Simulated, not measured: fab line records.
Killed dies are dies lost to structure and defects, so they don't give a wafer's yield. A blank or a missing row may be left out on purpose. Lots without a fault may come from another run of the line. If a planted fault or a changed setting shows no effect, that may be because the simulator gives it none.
A lot that was struck, set against a sound lot    flow sky130    43 out of 708 route steps
Sound: wafers L305.1, L305.4, L305.5. The struck wafers were L310.1, L310.2, L310.4. The cause is given at the end.
Order at every step that has rows: each side's tool, ch and its chambers, its first start. Under that, the readings that differ: sound wafers    struck wafers    difference of the means    sigmas: that difference in standard deviations of wafers without a fault.
alike: a reading whose means differ by less than 2 such deviations, as well as words and numbers matching on both sides. not compared: withheld readings; readings where some wafer has no value; bounds like >300 that might hide an equal value; numbers whose values overlap and for which the record gives no deviation.
The two part at a step that has a row with sigmas, a row that says differs or no value, or rows on one side only. When numbers do not overlap yet have no deviation, they are printed without sigmas and do not part them. A reading that every wafer of one side lacks parts them only if that side has two wafers or more.

first, 6 steps without rows for these wafers: SKY_VIA4_HMDS_05 (prime time 60 s); SKY_VIA4_COAT_06 (resist thk 1140 nm); SKY_VIA4_SOFTBAKE_07 (time 60 s); SKY_VIA4_EXPOSE_08 (exposes mask VIM4, target cd 800 nm); SKY_VIA4_PEB_09; SKY_VIA4_DEVELOP_10 (develop time 60 s).
SKY_VIA4_OVL_MEAS_11:
  struck on overlay-02, day 46 02:39; sound on overlay-02, day 44 12:56
  alike: VIA4_OVL
then, 5 steps without rows for these wafers: SKY_VIA4_ETCH_12 (etches SiO2 in C4F8/O2/Ar, stops on TiN, target depth 580 nm); SKY_VIA4_STRIP_13 (strips in O2/N2); SKY_VIA4_STRIP_14 (strips in post etch residue remover, time 1200 s); SKY_VIA4_CLEAN_15 (cleans in IPA, time 180 s); SKY_VIA4_CLEAN_16 (cleans in O3/DIW).
SKY_VIA4_SPUTTER_17: material TiN, target thk 20 nm, time 80 s.
  struck on pvd sputter-04, day 46 03:29; sound on pvd sputter-04, day 44 13:40
  alike: throttle valve pct
then, 1 step without rows for these wafers: SKY_VIA4_CVD_18 (deposits W, target thk 505 nm, time 152.14 s).
SKY_VIA4_RS_MEAS_19: the measuring method here is four-point-probe.
  struck on film metro-02, day 46 03:51; sound on film metro-03, day 44 13:53
  alike: VIA4_W_RS
SKY_VIA4_THK_MEAS_20: measures by xrf.
  struck on film metro-02, day 46 03:58; sound on film metro-03, day 44 14:00
  alike: VIA4_W_THK
SKY_VIA4_CMP_21: polishes, stops on SiO2, t overpolish 25 s, target thk 0 nm.
  sound on cmp-01 ch 0,1,3, day 44 14:10; struck on cmp-01 ch 0,1,2, day 46 04:02
  alike: head pressure psi, motor current A, overpolish run s, time to endpoint s
then, 3 steps without rows for these wafers: SKY_METAL5_SPUTTER_00 (material Ti, target thk 15 nm, time 10 s); SKY_METAL5_SPUTTER_01 (material TiN, target thk 20 nm, time 16.7 s); SKY_METAL5_SPUTTER_02 (material AlCu, target thk 1150 nm, time 61.2 s).
SKY_METAL5_SPUTTER_03: material Ti, target thk 5 nm, time 3.3 s.
  struck on pvd sputter-02, day 46 04:26; sound on pvd sputter-03, day 44 14:28
  alike: throttle valve pct
SKY_METAL5_SPUTTER_04: material TiN, target thk 70 nm, time 58.3 s.
  struck on pvd sputter-02, day 46 04:27; sound on pvd sputter-03, day 44 14:29
  alike: throttle valve pct
SKY_METAL5_RS_MEAS_05: the measuring method here is four-point-probe.
  struck on film metro-01, day 46 04:30; sound on film metro-01, day 44 14:32
  alike: METAL5_ALCU_RS
SKY_METAL5_THK_MEAS_06: measures by xrf.
  struck on film metro-01, day 46 04:37; sound on film metro-01, day 44 14:39
  alike: METAL5_ALCU_THK
then, 9 steps without rows for these wafers: SKY_METAL5_DEHYDRATE_07 (time 60 s); SKY_METAL5_HMDS_08 (prime time 60 s); SKY_METAL5_COAT_09 (resist thk 1800 nm); SKY_METAL5_SOFTBAKE_10 (time 60 s); SKY_METAL5_EXPOSE_11 (exposes mask MM5, target cd 1600 nm); SKY_METAL5_PEB_12; SKY_METAL5_DEVELOP_13 (develop time 60 s); SKY_METAL5_DESCUM_14 (chemistry O2, time 11 s); SKY_METAL5_METAL_ETCH_15 (etches the open film in Cl2/BCl3, stops on SiO2, target depth 1260 nm, time 252 s).
SKY_METAL5_STRIP_16: strips in O2/N2.
  sound on plasma asher-04 ch 0,1, day 45 13:04; struck on plasma asher-02 ch 0,1, day 47 01:13
reading                       sound              struck             difference  sigmas
strip time to endpoint s (s)  13.19 13.17 13.22  13.02 12.94 12.94  -0.23       -2
  alike: drypump motor current A, oes product au
  not compared: rf hours counter h
then, 4 steps without rows for these wafers: SKY_METAL5_STRIP_17 (strips in post etch residue remover, time 1200 s); SKY_METAL5_CLEAN_18 (cleans in IPA, time 180 s); SKY_METAL5_CLEAN_19 (cleans in O3/DIW); SKY_PASSIVATION_CVD_00 (deposits SiO2, target thk 90 nm).
SKY_PASSIVATION_THK_MEAS_01:
  struck on film metro-03, day 47 01:50; sound on film metro-01, day 45 14:01
  alike: PASSIVATION_CVD_00_THK
SKY_PASSIVATION_CVD_02: deposits Si3N4, target thk 540 nm.
  sound on pecvd-04 ch 0,2, day 45 14:05; struck on pecvd-02 ch 0,1,2, day 47 01:53
  alike: heater power w
SKY_PASSIVATION_THK_MEAS_03:
  struck on film metro-01, day 47 02:07; sound on film metro-01, day 45 14:19
  alike: PASSIVATION_CVD_02_THK
then, 1 step without rows for these wafers: SKY_PASSIVATION_DEHYDRATE_04 (time 60 s).
SKY_PAD_OPEN_PROBE_99:
  struck on prober-02, day 48 19:05; sound on prober-01, day 47 09:56
reading                                sound               struck             difference  sigmas
defect limited yield (%)               87.2 83.3 82.7      67.5 69.7 67.3     -16.2       -9
killed_at_M4_up                        2 1 3               70 65 70           +66         +33
killed at front end                    10 7 12             17 19 23           +10         +2
killed dies                            63 82 85            160 149 161        +80         +8
sort_bin_3_pad_short (%)               0.4 0.4 1.2         5.7 3.9 3.7        +3.8        +9
sort_bin_5_function (%)                8.1 10.4 10.4       18.9 18.9 20.1     +9.7        +7
sort_bin_6_memory (%)                  4.3 5.9 5.7         7.9 7.5 8.9        +2.8        +3
sort n pass                            429 410 407         332 343 331        -80         -8
sort yield pct (%)                     87.2 83.3 82.7      67.5 69.7 67.3     -16.2       -9
model.etest.tester.sort n pass         429 410 407         332 343 331        -80         
model.etest.tester.sort yield pct (%)  87.2 83.33 82.72    67.48 69.72 67.28  -16.26      
model.etest.tester.sort_bin_5_pct (%)  8.13 10.37 10.37    18.9 18.9 20.12    +9.7        
model.etest.tester.sort_bin_3_pct (%)  0.4065 0.4065 1.22  5.691 3.862 3.659  +3.726      
  alike: killed_at_M0_to_M3, killed at contacts, killed at other, killed open, killed short

WHERE THEY PART
First at SKY_METAL5_STRIP_16; last, within this record, at SKY_PAD_OPEN_PROBE_99.

WHY: what the simulator had put in
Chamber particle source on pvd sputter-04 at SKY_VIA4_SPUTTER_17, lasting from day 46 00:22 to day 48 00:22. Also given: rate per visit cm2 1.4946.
